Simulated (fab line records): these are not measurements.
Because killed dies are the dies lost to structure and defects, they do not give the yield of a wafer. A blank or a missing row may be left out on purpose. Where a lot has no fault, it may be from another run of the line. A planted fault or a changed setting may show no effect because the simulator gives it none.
A struck lot beside a sound one | flow sky130 | 16 out of 708 route steps
Sound: wafers L728.1, L728.2, L728.5. Wafers struck: L741.1, L741.5, L741.6. The cause comes at the end.
Each step with rows lists, per side, the tool, then ch with its chambers, then its first start. Under that, the readings that differ: sound wafers | struck wafers | difference of the means | sigmas: that difference in standard deviations of wafers without a fault.
alike: same words and numbers on both sides, and readings whose means sit less than 2 such deviations apart. not compared: any withheld reading, any reading some wafer has no value for, any bound like >300 that may hide the same value, and any number with overlapping values for which the record gives no deviation.
Wherever a step has rows on one side only, a row that says differs or no value, or a row with sigmas, the two part there. Non-overlapping numbers with no deviation appear without sigmas and do not part them. Lack of a reading on every wafer of one side parts them only where that side has two or more wafers.

first, 5 steps without rows for these wafers: SKY_POLY_GATE_COAT_08 (resist thk 450 nm); SKY_POLY_GATE_SOFTBAKE_09 (time 90 s); SKY_POLY_GATE_EXPOSE_10 (exposes mask P1M, target cd 150 nm); SKY_POLY_GATE_PEB_11; SKY_POLY_GATE_DEVELOP_12 (develop time 60 s).
SKY_POLY_GATE_CD_MEAS_13: the cd target is 150 nm.
  sound on cdSem-01, day 17 23:57; struck on cdSem-02, day 22 18:13
  alike: cdNm
SKY_POLY_GATE_OVL_MEAS_14:
  sound on overlay-01, day 18 00:04; struck on overlay-01, day 22 18:22
  alike: POLY_GATE_OVL
SKY_POLY_GATE_ETCH_15: etches BARC in N2/H2, stops on SiO2, time 118.5 s, target depth 110 nm.
  sound on rieDiel-04 ch 1,3, day 18 00:07; struck on rieDiel-04 ch 1,2, day 22 18:23
reading         | sound             | struck            | difference | sigmas
rfFwdPowerW (W) | 498.3 500.9 501.8 | 496.2 495.8 498.0 | -3.7       | -2
  alike: drypumpMotorCurrentA, oesProductAu, throttleValvePct
  not compared: rfHoursCounterH
SKY_POLY_GATE_ETCH_16: etches Si3N4 in CH3F/O2, stops on poly-Si, time 147.5 s, target depth 75 nm.
  sound on rieDiel-04 ch 1,3, day 18 00:11; struck on rieDiel-04 ch 1,2, day 22 18:31
  alike: drypumpMotorCurrentA, oesProductAu, rfFwdPowerW, throttleValvePct
  not compared: rfHoursCounterH
SKY_POLY_GATE_ETCH_17: etches poly-Si in HBr/Cl2, stops on SiO2, target depth 180 nm, time 70.5 s.
  sound on rieSi-01 ch 1,3, day 18 00:17; struck on rieSi-01 ch 2,3, day 22 18:40
  alike: HBr_flow_sccm, drypumpMotorCurrentA, oesProductAu, rfFwdPowerW, throttleValvePct
  not compared: rfHoursCounterH
SKY_POLY_GATE_STRIP_18: strips in O2/N2.
  sound on plasmaAsher-01 ch 0,1, day 18 00:21; struck on plasmaAsher-01 ch 0,1, day 22 18:43
  alike: drypumpMotorCurrentA, oesProductAu, stripTimeToEndpointS
  not compared: rfHoursCounterH
then, 1 step without rows for these wafers: SKY_POLY_GATE_CLEAN_19 (cleans in SC1/SC2, time 150 s).
SKY_POLY_GATE_OXIDATION_20: stabilise 600 s, purge 300 s, target thk 4 nm.
  sound on furnace-02 ch 0, day 18 01:11; struck on furnace-02 ch 0, day 22 18:52
reading                                         | sound             | struck               | difference | sigmas
spikeTcBottomC (C)                              | 868.1 868.6 869.2 | 880.3 879.3 880.8    | +11.5      | +5
spikeTcCentreC (C)                              | 850.6 851.1 849.8 | 863.6 860.2 861.5    | +11.3      | +9
spikeTcLowerC (C)                               | 853.5 852.7 850.9 | 863.8 864.8 863.5    | +11.7      | +10
spikeTcTopC (C)                                 | 861.4 864.0 860.5 | 871.7 870.7 873.5    | +10.0      | +8
spikeTcUpperC (C)                               | 850.8 851.9 849.9 | 861.1 862.7 863.3    | +11.5      | +10
tubeCenterTempC (C)                             | 850 849.95 849.9  | 861.59 861.53 861.72 | +11.66     | +99 or more
tube_center_temp_C_max                          | 852.6 852.3 852.5 | 863.2 863.8 864.2    | +11.3      | +30
model.SiO2_of_POLY_GATE_OXIDATION_20.thkNm (nm) | 3.779 3.798 3.9   | 4.716 4.705 4.76     | +0.901     | 
  alike: zonePowerBottomPct, zonePowerLowerPct
SKY_POLY_GATE_THK_MEAS_21:
  sound on filmMetro-01, day 18 02:26; struck on filmMetro-04, day 22 20:21
reading                      | sound          | struck         | difference | sigmas
POLY_GATE_OXIDATION_THK (nm) | 3.84 3.78 3.92 | 4.70 4.77 4.78 | +0.90      | +9
  not compared: hold
SKY_POLY_GATE_CD_MEAS_22:
  sound on cdSem-02, day 18 02:29; struck on cdSem-02, day 22 22:05
reading | sound | struck                                                                  | difference                   | sigmas
hold    | - - - | awaitDispo/1.7h/release awaitDispo/1.7h/release awaitDispo/1.7h/release | no value on the sound wafers | 
  alike: cdNm
-- record jumps: 27 days separate the struck wafers' starts on either side; left off in module POLY_GATE, taken up again in module PAD_OPEN, whose first shown step is the route's number 708 --
SKY_PAD_OPEN_PROBE_99:
  sound on prober-01, day 46 20:54; struck on prober-02, day 49 21:12
reading                      | sound             | struck            | difference | sigmas
model.etest.tipSonos.rsOhmSq | 2632 2621 2669    | 2735 2767 2807    | +129       | 
model.etest.tipN.rsOhmSq     | 441.2 436.9 439.3 | 458.9 458.5 463.3 | +21.1      | 
  alike: killed_at_M0_to_M3, killed_at_M4_up, killedAtContacts, killedAtFrontEnd, killedAtOther, killedDies, killedOpen, killedShort

WHERE THEY PART
First at SKY_POLY_GATE_ETCH_15; last, within this record, at SKY_POLY_GATE_CD_MEAS_22. Later steps at which nothing parts them and some readings are alike: SKY_PAD_OPEN_PROBE_99.

WHY: the cause the simulator had injected
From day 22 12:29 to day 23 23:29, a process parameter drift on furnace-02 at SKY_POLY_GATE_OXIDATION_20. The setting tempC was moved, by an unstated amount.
